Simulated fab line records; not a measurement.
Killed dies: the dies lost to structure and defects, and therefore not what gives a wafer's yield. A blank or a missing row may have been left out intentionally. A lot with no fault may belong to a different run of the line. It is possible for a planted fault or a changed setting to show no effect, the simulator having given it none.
What tool caused it? -- flow sky130 -- 24 lots, 72 wafers sampled, at 6 steps of a route of 708

## WHAT THE GAUGES SHOWED, per wafer
SKY_VIA2_RS_MEAS_22: measurement is done with a four-point probe. Usual: for VIA2_W_RS the level is 0.2739 ohm/sq and the standard deviation is 0.0028.
lot,measured,on,VIA2_W_RS (ohm/sq),flag
L074,day 36 03:53,filmMetro-04,0.2703 0.2710 0.2718,
L075,day 36 12:34,filmMetro-03,0.2785 0.2754 0.2765,
L076,day 36 15:16,filmMetro-03,0.2719 0.2770 0.2688,
L077,day 37 06:17,filmMetro-04,0.2795 0.2730 0.2756,
L078,day 37 13:53,filmMetro-03,0.2777 0.2742 0.2762,
L079,day 37 16:00,filmMetro-03,0.2730 0.2729 0.2677,
L080,day 38 08:07,filmMetro-04,0.2747 0.2733 0.2698,
L081,day 38 15:43,filmMetro-03,0.2788 0.2763 0.2760,
L082,day 38 20:38,filmMetro-01,0.2712 0.2664 0.2711,
L083,day 39 05:06,filmMetro-04,0.2701 0.2755 0.2729,
L084,day 39 11:36,filmMetro-04,0.2730 0.2737 0.2704,
L085,day 39 21:07,filmMetro-03,0.2730 0.2730 0.2716,
L086,day 40 05:14,filmMetro-04,0.2762 0.2736 0.2758,
L087,day 40 17:52,filmMetro-04,0.2785 0.2744 0.2786,
L089,day 40 20:55,filmMetro-03,0.2702 0.2774 0.2769,
L088,day 41 00:06,filmMetro-04,0.2786 0.2792 0.2755,
L091,day 41 16:09,filmMetro-03,0.2730 0.2780 0.2733,
L092,day 41 17:58,filmMetro-01,0.2727 0.2723 0.2712,
L090,day 41 18:58,filmMetro-04,0.2706 0.2730 0.2728,
L093,day 42 00:16,filmMetro-04,0.2717 0.2736 0.2710,
L094,day 42 06:11,filmMetro-04,0.2759 0.2747 0.2735,
L095,day 42 14:26,filmMetro-01,0.2762 0.2751 0.2701,
L096,day 42 18:15,filmMetro-04,0.2746 0.2766 0.2719,
L097,day 43 00:28,filmMetro-04,0.2731 0.2718 0.2708,

SKY_CAPM_THK_MEAS_01. Usual: for CAPM_CVD_00_THK the level is 15.49 nm and the standard deviation is 0.22.
lot,measured,on,CAPM_CVD_00_THK (nm),flag
L074,day 36 04:33,filmMetro-02,15.05 15.82 15.64,
L075,day 36 13:13,filmMetro-04,15.38 15.34 15.62,
L076,day 36 15:55,filmMetro-04,15.24 15.20 15.40,
L077,day 37 06:55,filmMetro-04,15.37 15.33 15.62,
L078,day 37 14:52,filmMetro-04,15.38 15.89 15.68,
L079,day 37 16:40,filmMetro-04,15.06 15.33 15.59,
L080,day 38 08:46,filmMetro-02,15.54 15.50 15.78,
L081,day 38 16:22,filmMetro-03,15.71 15.52 15.82,
L082,day 38 21:15,filmMetro-02,15.42 15.79 15.76,
L083,day 39 05:45,filmMetro-04,15.34 15.44 15.50,
L084,day 39 12:20,filmMetro-04,15.48 15.66 15.58,
L085,day 39 21:46,filmMetro-04,15.41 15.55 15.61,
L086,day 40 05:52,filmMetro-02,15.25 15.43 15.43,
L087,day 40 18:29,filmMetro-02,15.71 16.02 16.20,
L089,day 40 21:34,filmMetro-03,15.06 15.16 15.46,
L088,day 41 00:44,filmMetro-02,15.64 15.75 15.75,
L091,day 41 16:48,filmMetro-02,15.31 15.36 15.51,
L092,day 41 18:38,filmMetro-04,15.29 15.35 15.63,
L090,day 41 19:49,filmMetro-02,15.39 15.08 15.68,
L093,day 42 00:53,filmMetro-03,15.40 15.46 15.31,
L094,day 42 06:51,filmMetro-04,15.49 15.44 15.38,
L095,day 42 15:05,filmMetro-04,15.18 15.55 15.40,
L096,day 42 18:54,filmMetro-03,14.91 15.19 15.46,
L097,day 43 01:07,filmMetro-02,15.34 15.55 15.84,

SKY_VIA3_BOW_MEAS_03. Usual: for VIA3_BOW the level is 80 um and the standard deviation is 8.3.
lot,measured,on,VIA3_BOW (um),flag
L074,day 38 11:18,filmMetro-03,85 101 88,
L075,day 38 20:08,filmMetro-02,85 78 76,
L076,day 38 21:58,filmMetro-03,80 70 76,
L077,day 39 12:38,filmMetro-01,85 88 93,
L078,day 39 20:39,filmMetro-01,73 84 88,
L079,day 39 23:03,filmMetro-02,81 72 72,
L080,day 40 12:38,filmMetro-02,72 82 66,
L081,day 40 20:23,filmMetro-01,92 92 87,
L082,day 41 00:54,filmMetro-01,78 84 83,
L083,day 41 09:01,filmMetro-03,84 95 89,
L084,day 41 15:20,filmMetro-02,80 68 75,
L085,day 42 00:41,filmMetro-02,62 57 64,
L086,day 42 07:56,filmMetro-03,77 77 94,
L087,day 42 21:20,filmMetro-02,89 89 85,
L089,day 42 23:17,filmMetro-01,70 85 75,
L088,day 43 02:40,filmMetro-01,85 78 80,
L091,day 43 16:23,filmMetro-03,77 70 88,
L092,day 43 19:30,filmMetro-01,83 76 87,
L090,day 43 20:33,filmMetro-02,81 86 78,
L093,day 44 01:30,filmMetro-01,69 73 82,
L094,day 44 07:26,filmMetro-02,92 80 66,
L095,day 44 13:59,filmMetro-02,73 87 73,
L096,day 44 18:40,filmMetro-02,76 68 65,
L097,day 45 00:15,filmMetro-03,84 76 75,

## WHICH TOOL RAN EACH LOT (tool, then ch and the chambers of the sampled wafers, then the start)
lot,SKY_VIA2_CVD_21,SKY_METAL3_SPUTTER_01,SKY_METAL3_ETCH_16
L074,"cvdW-01 ch 0,1, day 36 03:44","pvdSputter-01, day 36 04:22","rieMetal-03 ch 0,1, day 38 09:52"
L075,"cvdW-01 ch 0, day 36 12:26","pvdSputter-01, day 36 13:04","rieMetal-03 ch 0,1, day 38 18:43"
L076,"cvdW-02 ch 0,1, day 36 15:08","pvdSputter-02, day 36 15:46","rieMetal-03 ch 0,1, day 38 20:22"
L077,"cvdW-01 ch 0,1, day 37 06:08","pvdSputter-01, day 37 06:46","rieMetal-03 ch 0,1, day 39 11:04"
L078,"cvdW-02 ch 0,1, day 37 13:44","pvdSputter-01, day 37 14:42","rieMetal-01 ch 0,1, day 39 19:13"
L079,"cvdW-02 ch 0,1, day 37 15:52","pvdSputter-01, day 37 16:30","rieMetal-02 ch 1, day 39 21:32"
L080,"cvdW-02 ch 0,1, day 38 07:59","pvdSputter-01, day 38 08:37","rieMetal-01 ch 0,1, day 40 11:10"
L081,"cvdW-01 ch 0,1, day 38 15:35","pvdSputter-02, day 38 16:13","rieMetal-03 ch 0,1, day 40 18:58"
L082,"cvdW-02 ch 0,1, day 38 20:29","pvdSputter-01, day 38 21:05","rieMetal-01 ch 0,1, day 40 23:18"
L083,"cvdW-02 ch 0,1, day 39 04:58","pvdSputter-04, day 39 05:36","rieMetal-02 ch 0,1, day 41 07:34"
L084,"cvdW-02 ch 0,1, day 39 11:27","pvdSputter-04, day 39 12:10","rieMetal-02 ch 0,1, day 41 13:55"
L085,"cvdW-02 ch 0, day 39 20:59","pvdSputter-02, day 39 21:37","rieMetal-03 ch 0,1, day 41 23:16"
L086,"cvdW-01 ch 0,1, day 40 05:05","pvdSputter-04, day 40 05:43","rieMetal-01 ch 0,1, day 42 06:28"
L087,"cvdW-02 ch 0,1, day 40 17:43","pvdSputter-01, day 40 18:19","rieMetal-01 ch 0,1, day 42 19:51"
L089,"cvdW-02 ch 0,1, day 40 20:47","pvdSputter-04, day 40 21:25","rieMetal-02 ch 0,1, day 42 21:52"
L088,"cvdW-02 ch 0,1, day 40 23:58","pvdSputter-04, day 41 00:34","rieMetal-03 ch 0,1, day 43 00:51"
L091,"cvdW-02 ch 0, day 41 15:53","pvdSputter-01, day 41 16:39","rieMetal-03 ch 0,1, day 43 14:58"
L092,"cvdW-01 ch 1, day 41 17:50","pvdSputter-04, day 41 18:28","rieMetal-01 ch 0,1, day 43 18:01"
L090,"cvdW-02 ch 0, day 41 18:44","pvdSputter-04, day 41 19:38","rieMetal-02 ch 0,1, day 43 19:07"
L093,"cvdW-01 ch 0,1, day 42 00:08","pvdSputter-01, day 42 00:43","rieMetal-01 ch 1, day 44 00:01"
L094,"cvdW-01 ch 0,1, day 42 06:02","pvdSputter-04, day 42 06:40","rieMetal-01 ch 1, day 44 05:56"
L095,"cvdW-02 ch 0,1, day 42 14:18","pvdSputter-02, day 42 14:56","rieMetal-03 ch 0,1, day 44 12:34"
L096,"cvdW-01 ch 0,1, day 42 18:06","pvdSputter-01, day 42 18:44","rieMetal-01 ch 0,1, day 44 17:13"
L097,"cvdW-01 ch 0,1, day 43 00:20","pvdSputter-01, day 43 00:58","rieMetal-03 ch 0, day 44 22:46"
- SKY_VIA2_CVD_21: deposits W, target thk 420 nm, time 126.4 s.
- SKY_METAL3_SPUTTER_01: material TiN, target thk 20 nm, time 16.7 s.
- SKY_METAL3_ETCH_16: etches BARC in N2/H2, stops on SiO2, time 88.2 s, target depth 60 nm.

## WHAT THE TOOLS THEMSELVES READ (means of the sampled wafers that have a number; where no wafer has one, the mark that the record gives instead)
SKY_VIA2_CVD_21. Usual: heaterPowerW reads 883 W (standard deviation 120).
lot,tool,heaterPowerW (W),flag
L074,cvdW-01,992,
L075,cvdW-01,881,
L076,cvdW-02,885,
L077,cvdW-01,995,
L078,cvdW-02,894,
L079,cvdW-02,892,
L080,cvdW-02,803,
L081,cvdW-01,943,
L082,cvdW-02,879,
L083,cvdW-02,898,
L084,cvdW-02,898,
L085,cvdW-02,983,
L086,cvdW-01,848,
L087,cvdW-02,804,
L089,cvdW-02,810,
L088,cvdW-02,799,
L091,cvdW-02,992,
L092,cvdW-01,929,
L090,cvdW-02,979,
L093,cvdW-01,844,
L094,cvdW-01,886,
L095,cvdW-02,807,
L096,cvdW-01,878,
L097,cvdW-01,879,

SKY_METAL3_SPUTTER_01. Usual: throttleValvePct reads 30.3 % (standard deviation 0.82).
lot,tool,throttleValvePct (%),flag
L074,pvdSputter-01,30.1,
L075,pvdSputter-01,30.0,
L076,pvdSputter-02,30.5,
L077,pvdSputter-01,30.6,
L078,pvdSputter-01,29.4,
L079,pvdSputter-01,29.7,
L080,pvdSputter-01,30.1,
L081,pvdSputter-02,31.6,
L082,pvdSputter-01,30.0,
L083,pvdSputter-04,30.3,
L084,pvdSputter-04,30.2,
L085,pvdSputter-02,30.6,
L086,pvdSputter-04,30.0,
L087,pvdSputter-01,30.9,
L089,pvdSputter-04,29.9,
L088,pvdSputter-04,30.5,
L091,pvdSputter-01,30.7,
L092,pvdSputter-04,29.9,
L090,pvdSputter-04,30.4,
L093,pvdSputter-01,30.9,
L094,pvdSputter-04,30.4,
L095,pvdSputter-02,29.7,
L096,pvdSputter-01,31.0,
L097,pvdSputter-01,29.9,

SKY_METAL3_ETCH_16. Usual: drypumpMotorCurrentA 5.83 A, standard deviation 0.069; oesProductAu 0.626 a.u., standard deviation 0.0046; throttleValvePct 13.206 %, standard deviation 0.0077.
lot,tool,drypumpMotorCurrentA (A),oesProductAu (a.u.),throttleValvePct (%),flag
L074,rieMetal-03,5.89,0.627,13.203,
L075,rieMetal-03,5.89,0.624,13.208,
L076,rieMetal-03,5.91,0.620,13.205,
L077,rieMetal-03,5.87,0.630,13.200,
L078,rieMetal-01,5.81,0.628,13.211,
L079,rieMetal-02,5.71,0.623,13.207,
L080,rieMetal-01,5.77,0.628,13.191,
L081,rieMetal-03,5.88,0.625,13.204,
L082,rieMetal-01,5.77,0.623,13.203,
L083,rieMetal-02,5.84,0.630,13.206,
L084,rieMetal-02,5.83,0.625,13.205,
L085,rieMetal-03,5.90,0.631,13.199,
L086,rieMetal-01,5.78,0.628,13.209,
L087,rieMetal-01,5.80,0.624,13.203,
L089,rieMetal-02,5.78,0.629,13.205,
L088,rieMetal-03,5.88,0.624,13.207,
L091,rieMetal-03,5.89,0.629,13.205,
L092,rieMetal-01,5.77,0.630,13.216,
L090,rieMetal-02,5.85,0.626,13.209,
L093,rieMetal-01,5.82,0.624,13.204,
L094,rieMetal-01,5.80,0.625,13.208,
L095,rieMetal-03,5.91,0.623,13.213,
L096,rieMetal-01,5.80,0.626,13.209,
L097,rieMetal-03,5.91,0.627,13.197,

## THE ANSWER, worked out from the rows above alone
Rule: take the mean of a lot's wafers that have a number; if it is more than 3 standard deviations from the usual mean, the lot is off. Also off: a lot with no number at a reading for which 4 or more lots have one. The other lots that the step has rows for count as sound. The gauges are gone through in route order, then the tools' own readings, and for those a lot's mean is taken as printed above. At the first step where some lot is off, the reading lying furthest off is the one used; lots without a number count as furthest.
Nothing can be told from this: no lot is off at any reading shown.

## WHAT THE SIMULATOR HAD INSERTED
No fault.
